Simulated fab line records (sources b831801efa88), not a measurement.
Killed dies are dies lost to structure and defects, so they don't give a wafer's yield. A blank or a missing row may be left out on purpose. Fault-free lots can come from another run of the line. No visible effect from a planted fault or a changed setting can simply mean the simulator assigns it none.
Split-lot experiment / flow sfq line / route with 325 steps; 5 lots, 23 wafers read

== ABOUT THE SPLIT ==
At SFQ_TRILAYER_I6_VIA_LITHO_PEB_172 (peb time 60 s), the setting peb time s was moved away from the recipe's 60 s on 8 of the 23 wafers read, by -10.2% to +10.1%. This setting was run at the recipe's value on the other wafers.

== FROM THE SPLIT TO THE READING: what the file shows between them, 2 steps ==
- SFQ_TRILAYER_I6_VIA_LITHO_DEVELOP_171: time 60 s
- SFQ_TRILAYER_I6_VIA_BARC_OPEN_VIA_ETCH_235: etches BARC in O2, target depth 125 nm, time 41.7 s

== THE READING ==
I6.cd nm (the simulator's own value, which no gauge read), in nm, at SFQ_TRILAYER_I6_VIA_ETCH_VIA_ETCH_172 (etches SiO2 in CHF3, stops on Nb, target depth 260 nm). No usual value for it is given in the file. Average 700.6 nm, standard deviation 2.1 nm, over the 15 wafers here run with the recipe.

wafer=L074.1; tool, chamber at the split=litho track-01, 0; peb time s as run, s=60; against the recipe=recipe; I6.cd nm, nm=702.8; against lot-mates on the recipe=-
wafer=L074.2; tool, chamber at the split=litho track-01, 0; peb time s as run, s=60; against the recipe=recipe; I6.cd nm, nm=704.2; against lot-mates on the recipe=-
wafer=L074.5; tool, chamber at the split=litho track-01, 0; peb time s as run, s=60; against the recipe=recipe; I6.cd nm, nm=702.1; against lot-mates on the recipe=-
wafer=L075.2; tool, chamber at the split=litho track-01, 0; peb time s as run, s=60; against the recipe=recipe; I6.cd nm, nm=701.4; against lot-mates on the recipe=-
wafer=L075.3; tool, chamber at the split=litho track-01, 0; peb time s as run, s=60; against the recipe=recipe; I6.cd nm, nm=703.4; against lot-mates on the recipe=-
wafer=L075.4; tool, chamber at the split=litho track-01, 0; peb time s as run, s=60; against the recipe=recipe; I6.cd nm, nm=702.2; against lot-mates on the recipe=-
wafer=L075.5; tool, chamber at the split=litho track-01, 0; peb time s as run, s=66.05; against the recipe=+10.1%; I6.cd nm, nm=714.7; against lot-mates on the recipe=+12.4
wafer=L075.6; tool, chamber at the split=litho track-01, 0; peb time s as run, s=66.05; against the recipe=+10.1%; I6.cd nm, nm=715.7; against lot-mates on the recipe=+13.4
wafer=L076.1; tool, chamber at the split=litho track-01, 0; peb time s as run, s=64.91; against the recipe=+8.2%; I6.cd nm, nm=709.2; against lot-mates on the recipe=+10.7
wafer=L076.2; tool, chamber at the split=litho track-01, 0; peb time s as run, s=64.91; against the recipe=+8.2%; I6.cd nm, nm=710.4; against lot-mates on the recipe=+11.9
wafer=L076.3; tool, chamber at the split=litho track-01, 0; peb time s as run, s=60; against the recipe=recipe; I6.cd nm, nm=699.3; against lot-mates on the recipe=-
wafer=L076.4; tool, chamber at the split=litho track-01, 0; peb time s as run, s=64.91; against the recipe=+8.2%; I6.cd nm, nm=711.4; against lot-mates on the recipe=+12.9
wafer=L076.6; tool, chamber at the split=litho track-01, 0; peb time s as run, s=60; against the recipe=recipe; I6.cd nm, nm=697.8; against lot-mates on the recipe=-
wafer=L083.1; tool, chamber at the split=litho track-01, 0; peb time s as run, s=60; against the recipe=recipe; I6.cd nm, nm=701.1; against lot-mates on the recipe=-
wafer=L083.2; tool, chamber at the split=litho track-01, 0; peb time s as run, s=60; against the recipe=recipe; I6.cd nm, nm=700.2; against lot-mates on the recipe=-
wafer=L083.4; tool, chamber at the split=litho track-01, 0; peb time s as run, s=60; against the recipe=recipe; I6.cd nm, nm=700.6; against lot-mates on the recipe=-
wafer=L083.5; tool, chamber at the split=litho track-01, 0; peb time s as run, s=60; against the recipe=recipe; I6.cd nm, nm=698.1; against lot-mates on the recipe=-
wafer=L083.6; tool, chamber at the split=litho track-01, 0; peb time s as run, s=60; against the recipe=recipe; I6.cd nm, nm=700.3; against lot-mates on the recipe=-
wafer=L084.1; tool, chamber at the split=litho track-01, 0; peb time s as run, s=53.91; against the recipe=-10.2%; I6.cd nm, nm=682.8; against lot-mates on the recipe=-15.0
wafer=L084.2; tool, chamber at the split=litho track-01, 0; peb time s as run, s=60; against the recipe=recipe; I6.cd nm, nm=697; against lot-mates on the recipe=-
wafer=L084.3; tool, chamber at the split=litho track-01, 0; peb time s as run, s=53.91; against the recipe=-10.2%; I6.cd nm, nm=687; against lot-mates on the recipe=-10.8
wafer=L084.4; tool, chamber at the split=litho track-01, 0; peb time s as run, s=53.91; against the recipe=-10.2%; I6.cd nm, nm=682.3; against lot-mates on the recipe=-15.5
wafer=L084.5; tool, chamber at the split=litho track-01, 0; peb time s as run, s=60; against the recipe=recipe; I6.cd nm, nm=698.5; against lot-mates on the recipe=-

THE FIT
A straight line over all 23 wafers: I6.cd nm changes by +1.47 nm for each +1% of peb time s; r = +0.97; the points scatter about the line by 2.2 nm.
The same after taking each lot's own level away (the mean of its wafers on the recipe; 23 wafers): +1.35 nm for each +1%; r = +0.99; scatter 1.2 nm.
Per that fit: largest peb time s move, reading shift of 14 nm.
From 697.75 to 703.03 nm: that is the span of the lots' own levels, equal to 2.5 times the standard deviation above.
The two slopes are in agreement: the lot-to-lot level therefore moves the slope only a little.
Check: -13.4 nm against its lot-mates is what the line predicts for one of the wafers moved furthest among these (-10.2%) when that wafer is left out of the fit. It came out at -15 nm against them.

== OTHER SPLITS APPLIED TO THESE WAFERS ==
Before the reading, these wafers also passed through other splits. Each is held against what the fit with the lots' levels taken away leaves over:
other split on the same wafers=SFQ_TRILAYER_M6_BARC_OPEN_METAL_ETCH_206 bias w; wafers away from the commonest value=5; r with I6.cd nm (lot level and that fit taken away)=+0.05
other split on the same wafers=SFQ_TRILAYER_I6_DEP_PECVD_165 time s; wafers away from the commonest value=9; r with I6.cd nm (lot level and that fit taken away)=+0.01

== THE WHOLE CHAIN: every reading that the file lists as answering this split, in the file's order ==
step=SFQ_TRILAYER_I6_VIA_BARC_OPEN_VIA_ETCH_235; what it does=etches BARC in O2, target depth 125 nm, time 41.7 s; reading=I6.cd nm (the simulator's own value, which no gauge read); change (the file's fit)=+1.45 nm for each +1% of the setting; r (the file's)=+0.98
step=SFQ_TRILAYER_I6_VIA_ETCH_VIA_ETCH_172; what it does=etches SiO2 in CHF3, stops on Nb, target depth 260 nm; reading=I6.cd nm (the simulator's own value, which no gauge read); change (the file's fit)=+1.34 nm for each +1% of the setting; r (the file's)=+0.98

== THE FILE'S OWN FIT ==
I6.cd nm changes by +1.34 nm for each +1% of peb time s, r = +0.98.
